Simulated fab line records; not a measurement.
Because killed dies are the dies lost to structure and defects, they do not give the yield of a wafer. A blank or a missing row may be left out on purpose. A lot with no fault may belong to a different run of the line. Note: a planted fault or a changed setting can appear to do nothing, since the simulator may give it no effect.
fab line records	flow gf180mcu
[record] lots = 7	wafers = 18	lastDay = 34
route steps=602 shown STI@12
lots untouched by any fault: they come from a run of this same line in which no faults occurred
startH: the number of hours between the record's first day and the start of the first shown wafer of the lot	waitH: time in hours since the lot's previous step	" unchanged from the row above	L1.1+2: one row covering several wafers at once	- no value, or no start was given	* or withheld: withheld	< > ~ a bound
route shown NAME@n: NAME is a module with steps in the file, n the number in the route of the first one	usual: mean/standard deviation of fault-free wafers	same: alike in all rows	chamber/n: place in a boat	sites: per-site readings	_std_site: standard deviation across them	_edge_site: outer sites' mean less inner sites'	radiusMm: how far each site lies from the wafer's centre	mask NAME#n: copy n	behind: tool/chamber where the wafer was last shaped	hold: cause of the lot's hold/its duration in hours/its outcome	device: which transistor (n, p or np) failed to switch	end of line: tests run on the same wafers once the route is complete	where a step has no rows: the recipe by itself	killed: not the wafer's yield, but the dies lost to structure and defects at the first sort	map: dies across one wafer; x = killed, . = not, _ = none there
set.NAME: setting as actually run; set.NAME@STEP: the setting as run at that earlier step	model.NAME: the simulator's own value behind a step, which no gauge read
lots at selected steps of the route; one table per step, one row per wafer
services: the hour from which a tool's chamber was out of use, counted from the record's first day as startH (under 0 if before that day), plus the number of hours and why
[[steps]]
[step GF_STI_DEVELOP_11]
[recipe] developTimeS = 60	devTempC = 21
[step GF_STI_CD_MEAS_12]
[recipe] targetCdNm = 220
[usual] cdNm = 220.3/1.5
lot.wafer	tool	chamber	startH	waitH	cdNm
L562.1	cdSem-01	-	24.84	0.1	220.7
L562.2	"	-	"	"	220.2
L562.3	"	-	"	"	222.1
L566.3	cdSem-02	-	45.53	0.1	219.5
L566.4	"	-	"	"	218.6
L566.6	"	-	"	"	219.7
L571.2	cdSem-02	-	70.92	0.1	222.0
L571.6	"	-	"	"	221.4
L573.1	cdSem-02	-	81.30	0.1	219.8
L573.2	"	-	"	"	219.4
L574.2	cdSem-02	-	87.66	0.1	221.1
L574.6	"	-	"	"	220.7
L575.1	cdSem-02	-	94.20	0.1	222.9
L575.2	"	-	"	"	223.2
L575.6	"	-	"	"	222.2
L583.1	cdSem-01	-	134.09	0.1	219.5
L583.2	"	-	"	"	220.1
L583.6	"	-	"	"	219.6
[step GF_STI_ETCH_13]
[recipe] chemistry = CHF3/O2	stopOn = Si	overEtchFrac = 0.3	targetDepthA = 2823.1	sourceW = 600	biasW = 200	pressureMtorr = 40	chf3FlowSccm = 50	O2_flow_sccm = 5	timeS = 112.9
[usual] drypumpMotorCurrentA = 5.6/0.37	oesProductAu = 0.832/0.0067	throttleValvePct = 8.809/0.0092
lot.wafer	tool	chamber	startH	waitH	drypumpMotorCurrentA	oesProductAu	rfHoursCounterH	throttleValvePct
L562.1	rieDiel-01	2	24.96	0.1	5.8	0.837	9	8.796
L562.2	"	3	"	"	5.5	0.827	144	8.797
L562.3	"	0	"	"	5.8	0.829	2	8.800
L566.3	rieDiel-01	3	45.61	0.1	5.5	0.829	145	8.807
L566.4	"	3	"	"	5.5	0.823	-	8.813
L566.6	"	1	"	"	5.5	0.824	-	8.809
L571.2	rieDiel-01	1	71.02	0.1	5.5	0.831	169	8.804
L571.6	"	3	"	"	5.5	0.836	-	8.805
L573.1	rieDiel-01	3	81.42	0.1	5.4	0.832	146	8.813
L573.2	"	2	"	"	5.8	0.828	10	8.811
L574.2	rieDiel-01	2	87.76	0.1	5.8	0.828	10	8.789
L574.6	"	2	"	"	5.8	0.833	-	8.813
L575.1	rieDiel-04	3	94.32	0.1	5.7	0.823	16	8.806
L575.2	"	0	"	"	5.5	0.826	154	8.800
L575.6	"	3	"	"	5.7	0.819	-	8.805
L583.1	rieDiel-02	0	134.21	0.1	6.3	0.842	53	8.802
L583.2	"	1	"	"	5.2	0.842	138	8.813
L583.6	"	0	"	"	6.3	0.839	-	8.819
[step GF_STI_ETCH_14]
[recipe] target = Si	chemistry = HBr/Cl2/O2	targetDepthNm = 360	icpW = 600	biasW = 150	pressureMtorr = 15	HBr_flow_sccm = 150	Cl2_flow_sccm = 40	O2_flow_sccm = 6	timeS = 102.9
[usual] drypumpMotorCurrentA = 5.7/0.31	mfcCl2Sccm = 40.00/0.13	oesProductAu = 0.999/0.0079	throttleValvePct = 25.657/0.01
lot.wafer	tool	chamber	startH	waitH	drypumpMotorCurrentA	mfcCl2Sccm	oesProductAu	rfHoursCounterH	throttleValvePct
L562.1	rieSi-02	0	25.04	0.0	5.8	39.86	0.999	101	25.668
L562.2	"	1	"	"	5.9	39.91	0.976	138	25.652
L562.3	"	3	"	"	5.3	40.05	0.998	57	25.673
L566.3	rieSi-02	1	45.69	0.0	5.9	40.15	0.984	138	25.657
L566.4	"	3	"	"	5.3	39.98	0.996	58	25.660
L566.6	"	3	"	"	5.3	40.02	0.998	-	25.650
L571.2	rieSi-02	0	71.10	0.0	5.8	40.02	1.002	102	25.652
L571.6	"	0	"	"	5.8	40.11	0.996	-	25.645
L573.1	rieSi-02	3	81.50	0.0	5.3	40.01	0.997	58	25.669
L573.2	"	2	"	"	5.6	40.26	0.985	2	25.666
L574.2	rieSi-02	3	87.84	0.0	5.3	39.89	1.008	58	25.654
L574.6	"	2	"	"	5.6	39.93	1.001	-	25.661
L575.1	rieSi-01	2	94.40	0.0	5.9	40.02	1.014	14	25.650
L575.2	"	3	"	"	5.7	40.04	1.009	0	25.661
L575.6	"	0	"	"	5.1	40.01	1.015	-	25.665
L583.1	rieSi-02	2	134.29	0.0	5.6	39.89	0.993	2	25.673
L583.2	"	0	"	"	5.8	39.82	0.995	102	25.661
L583.6	"	2	"	"	5.6	39.74	0.998	-	25.656
[step GF_STI_STRIP_15]
[recipe] chemistry = O2/N2	powerW = 1400	pressureMtorr = 1500	platenTempC = 250	o2FlowSccm = 3000	n2FlowSccm = 300	overashFraction = 0.5
[usual] drypumpMotorCurrentA = 5.7/0.63	heaterPowerW = 324/21	oesProductAu = 0.384/0.0048	stripTimeToEndpointS = 3.73/0.04
lot.wafer	tool	chamber	startH	waitH	drypumpMotorCurrentA	heaterPowerW	oesProductAu	rfHoursCounterH	stripTimeToEndpointS
L562.1	plasmaAsher-03	1	25.12	0.0	6.7	338	0.387	34	3.75
L562.2	"	0	"	"	6.1	318	0.382	34	3.77
L562.3	"	0	"	"	6.1	326	0.381	-	3.73
L566.3	plasmaAsher-02	1	45.80	0.1	4.9	350	0.379	-	3.74
L566.4	"	0	"	"	5.3	329	0.375	-	3.69
L566.6	"	1	"	"	5.0	336	0.388	-	3.64
L571.2	plasmaAsher-04	0	71.17	0.0	5.9	275	0.387	27	3.72
L571.6	"	1	"	"	5.1	318	0.383	-	3.75
L573.1	plasmaAsher-03	1	81.57	0.0	6.7	335	0.382	38	3.71
L573.2	"	0	"	"	6.1	319	0.386	38	3.70
L574.2	plasmaAsher-02	1	87.91	0.0	5.0	350	0.389	46	3.74
L574.6	"	0	"	"	5.3	323	0.389	-	3.75
L575.1	plasmaAsher-03	1	94.47	0.0	6.7	333	0.392	40	3.72
L575.2	"	0	"	"	6.1	328	0.384	40	3.69
L575.6	"	1	"	"	6.7	337	0.379	-	3.70
L583.1	plasmaAsher-03	1	134.36	0.0	6.7	334	0.388	45	3.75
L583.2	"	0	"	"	6.1	325	0.386	45	3.75
L583.6	"	0	"	"	6.1	331	0.385	-	3.78
[step GF_STI_CLEAN_16]
[recipe] chemistry = dHF	timeS = 25	dilution = 100:1
[step GF_STI_WET_ETCH_17]
[recipe] chemistry = H3PO4	targetDepthNm = 45	tempC = 160	target = Si3N4	timeS = 514
[step GF_STI_CLEAN_18]
[recipe] chemistry = SC1/SC2	mix = 1:4:20	tempC = 70	timeS = 150
[step GF_STI_CLEAN_19]
[recipe] chemistry = dHF	timeS = 20	dilution = 100:1
[step GF_STI_WET_ETCH_20]
[recipe] chemistry = dHF	dilution = 100:1	targetDepthNm = 20	tempC = 25	dry = ipaMarangoni	target = SiO2	timeS = 400
[step GF_STI_OXIDATION_21]
[recipe] tempC = 1000	ambient = O2	stabiliseS = 600	purgeS = 300	targetThkA = 150	oxTimeS = 458
[step GF_STI_THK_MEAS_22]
[recipe] reads = SiO2_of_STI_OXIDATION_21
[usual] STI_OXIDATION_01_THK = 15.1/0.39
lot.wafer	tool	chamber	startH	waitH	STI_OXIDATION_01_THK[nm]
L562.1	filmMetro-04	-	27.59	0.0	14.4
L562.2	"	-	"	"	14.8
L562.3	"	-	"	"	14.4
L566.3	filmMetro-04	-	47.78	0.0	14.9
L566.4	"	-	"	"	15.2
L566.6	"	-	"	"	15.2
L571.2	filmMetro-01	-	72.76	0.0	14.9
L571.6	"	-	"	"	15.0
L573.1	filmMetro-04	-	83.16	0.0	14.8
L573.2	"	-	"	"	14.7
L574.2	filmMetro-02	-	89.52	0.0	14.9
L574.6	"	-	"	"	15.4
L575.1	filmMetro-02	-	96.55	0.0	15.3
L575.2	"	-	"	"	15.2
L575.6	"	-	"	"	15.3
L583.1	filmMetro-02	-	136.99	0.0	14.7
L583.2	"	-	"	"	14.5
L583.6	"	-	"	"	14.6
[step GF_STI_CVD_23]
[recipe] material = SiO2	targetThkNm = 650	sigmaOpenFrac = 0.3	timeS = 108.3	tempC = 600	sih4FlowSccm = 60	pressureMtorr = 6
lot.wafer	tool	chamber	startH	waitH	model.SiO2_of_STI_CVD_23.thkNm
L562.1	hdpcvd-02	2	27.65	0.1	656.2
L562.2	"	1	"	"	658.1
L562.3	"	0	"	"	662
L566.3	hdpcvd-01	0	47.82	0.0	656.6
L566.4	"	0	"	"	641.8
L566.6	"	2	"	"	645.4
L571.2	hdpcvd-01	0	72.81	0.0	476.3
L571.6	"	1	"	"	476.4
L573.1	hdpcvd-01	0	83.22	0.1	639.4
L573.2	"	2	"	"	471.4
L574.2	hdpcvd-01	0	89.57	0.0	478.9
L574.6	"	0	"	"	472.6
L575.1	hdpcvd-02	0	96.61	0.1	653.9
L575.2	"	2	"	"	638.4
L575.6	"	2	"	"	643.9
L583.1	hdpcvd-02	1	137.05	0.1	651.7
L583.2	"	2	"	"	646.6
L583.6	"	1	"	"	663.3
[step GF_STI_THK_MEAS_24]
[recipe] reads = SiO2_of_STI_CVD_23
[usual] STI_CVD_23_THK = 650/5.8
lot.wafer	tool	chamber	startH	waitH	STI_CVD_23_THK[nm]
L562.1	filmMetro-01	-	27.73	0.0	656
L562.2	"	-	"	"	658
L562.3	"	-	"	"	662
L566.3	filmMetro-01	-	47.91	0.1	656
L566.4	"	-	"	"	642
L566.6	"	-	"	"	645
L571.2	filmMetro-02	-	72.90	0.0	476
L571.6	"	-	"	"	476
L573.1	filmMetro-02	-	83.30	0.0	640
L573.2	"	-	"	"	471
L574.2	filmMetro-02	-	89.66	0.0	479
L574.6	"	-	"	"	472
L575.1	filmMetro-02	-	96.69	0.0	654
L575.2	"	-	"	"	638
L575.6	"	-	"	"	644
L583.1	filmMetro-04	-	137.17	0.1	652
L583.2	"	-	"	"	647
L583.6	"	-	"	"	664
[step GF_STI_CMP_25]
[recipe] stopOn = Si3N4	tOverpolishS = 33	downForcePsi = 4	platenRpm = 60	targetThkNm = 524.6	padVelocityMS = 0.94248
[usual] motorCurrentA = 12.1/1.7	slurryFlowMlMin = 150.0/0.49	timeToEndpointS = 122/3.9
lot.wafer	tool	chamber	startH	waitH	motorCurrentA	slurryFlowMlMin	timeToEndpointS
L562.2	cmp-02	3	27.79	0.0	10.0	150.5	123
L562.1	"	0	"	"	9.8	150.3	122
L562.3	"	2	"	"	13.0	150.3	125
L566.4	cmp-01	2	47.95	0.0	11.7	150.3	113
L566.3	"	3	"	"	11.9	150.1	118
L566.6	"	2	"	"	11.6	150.7	114
L571.2	cmp-02	2	72.95	0.0	13.4	149.9	86
L571.6	"	2	"	"	12.9	149.3	86
L573.1	cmp-01	3	83.36	0.1	11.2	150.1	120
L573.2	"	2	"	"	12.1	150.2	86
L574.2	cmp-01	1	89.86	0.2	15.0	150.3	87
L574.6	"	2	"	"	12.3	150.2	88
L575.2	cmp-01	2	96.80	0.1	12.2	150.5	119
L575.1	"	3	"	"	12.2	150.1	122
L575.6	"	2	"	"	12.0	150.2	120
L583.1	cmp-01	2	137.28	0.1	12.2	150.8	126
L583.2	"	0	"	"	11.8	150.0	123
L583.6	"	1	"	"	14.7	150.4	124
[step GF_STI_WET_ETCH_26]
[recipe] chemistry = dHF	targetDepthNm = 94	target = SiO2	tempC = 25	dilution = 10:1	timeS = 188
[step GF_STI_WET_ETCH_27]
[recipe] chemistry = H3PO4	targetDepthNm = 160	target = Si3N4	tempC = 160	timeS = 1825
[step GF_STI_WET_ETCH_28]
[recipe] chemistry = dHF	targetDepthNm = 20	dry = ipaMarangoni	target = SiO2	tempC = 25	dilution = 10:1	timeS = 40
lot.wafer	tool	chamber	startH	waitH	model.SiO2_of_STI_CVD_23.thkNm
L562.1	wetBench-04	0	28.67	0.0	404.3
L562.2	"	0	"	"	403.7
L562.3	"	0	"	"	404.7
L566.3	wetBench-03	1	48.88	0.0	400.6
L566.4	"	1	"	"	401
L566.6	"	1	"	"	401.4
L571.2+6	wetBench-02	3	73.82	0.0	354.4
L573.1	wetBench-02	1	84.23	0.0	403
L573.2	"	1	"	"	350.6
L574.2	wetBench-03	0	90.58	0.0	357.7
L574.6	"	0	"	"	351.2
L575.1	wetBench-04	1	97.62	0.0	400.8
L575.2	"	1	"	"	401.4
L575.6	"	1	"	"	403.1
L583.1	wetBench-02	2	138.10	0.0	405.5
L583.2	"	2	"	"	404.5
L583.6	"	2	"	"	404.4
[step GF_STI_OXIDATION_29]
[recipe] tempC = 900	ambient = O2	stabiliseS = 600	purgeS = 300	targetThkA = 100	oxTimeS = 1418
[[services]]
tool	chamber	startH	hours	kind
rieDiel-04	3	3.55	8.2	repair
rieSi-02	-	4.56	2.8	pm
rieSi-01	3	18.22	2.7	repair
plasmaAsher-02	-	20.13	0.6	repair
cmp-02	-	31.34	4.8	repair
rieSi-01	3	31.39	2.1	repair
rieDiel-01	2	32.10	26.0	repair
plasmaAsher-03	-	33.53	4.5	repair
cmp-01	-	40.53	0.9	repair
plasmaAsher-03	-	53.44	4.3	pm
rieSi-02	1	56.70	1.0	repair
rieSi-01	2	58.16	1.6	repair
cmp-01	-	64.21	4.0	pm
cmp-01	-	69.66	5.5	pm
plasmaAsher-02	-	77.55	0.8	repair
cmp-02	-	77.65	3.0	repair
rieSi-02	2	82.92	1.7	repair
cmp-02	-	88.67	5.6	pm
plasmaAsher-02	-	108.75	9.0	pm
rieSi-01	3	115.28	8.5	repair
rieSi-02	3	115.62	2.4	repair
plasmaAsher-02	-	119.67	28.1	pm
cmp-01	-	123.74	5.8	repair
hdpcvd-02	0	133.11	4.3	repair
[[key]]
[firstSign] step = GF_STI_THK_MEAS_24	reading = STI_CVD_23_THK	direction = down	sigmas = 30	usual = 650	struck = 475
[effect] step = GF_STI_CMP_25	reading = timeToEndpointS	direction = down	sigmas = 9	usual = *	struck = *
[modelEffect] step = GF_STI_CVD_23	value = SiO2_of_STI_CVD_23.thkNm	without = 653.8	struck = 475.1
[modelEffect] step = GF_STI_WET_ETCH_28	value = SiO2_of_STI_CVD_23.thkNm	without = 402.7	struck = 353.7
metAt GF_STI_CVD_23
struckWafers L571.2,L571.6,L573.2,L574.2,L574.6
laterRowsLeftOut L571.2,L571.6,L573.2,L574.2,L574.6
sortLeftOut L571.2,L571.6,L573.2,L574.2,L574.6
testerLeftOut L571,L573,L574
onsetBetween 47.82 72.81
[fault] kind = processParameterDrift	tool = hdpcvd-01	chamber = -	onsetH = 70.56	steps = GF_STI_CVD_23	channel = targetThkNm	offset = -178.63	shape = step	endH = 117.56	scope = struckWafersOnly	actsIn = theseRecipesOnly	stated = 650
// testerLeftOut: of these lots the tester's yield and bins aren't shown, on N5 and GAA mostly nor the transistor test; their killed dies are dies lost to structure and defects alone, not to doping, threshold or leakage, so they don't give the yield
// sortLeftOut: the simulated sort isn't trusted on such a fault, so these wafers' sort isn't shown, and their yield isn't known
// laterRowsLeftOut: the simulator's readings of these wafers behind a module that went badly wrong aren't trusted and aren't shown, but for the sort
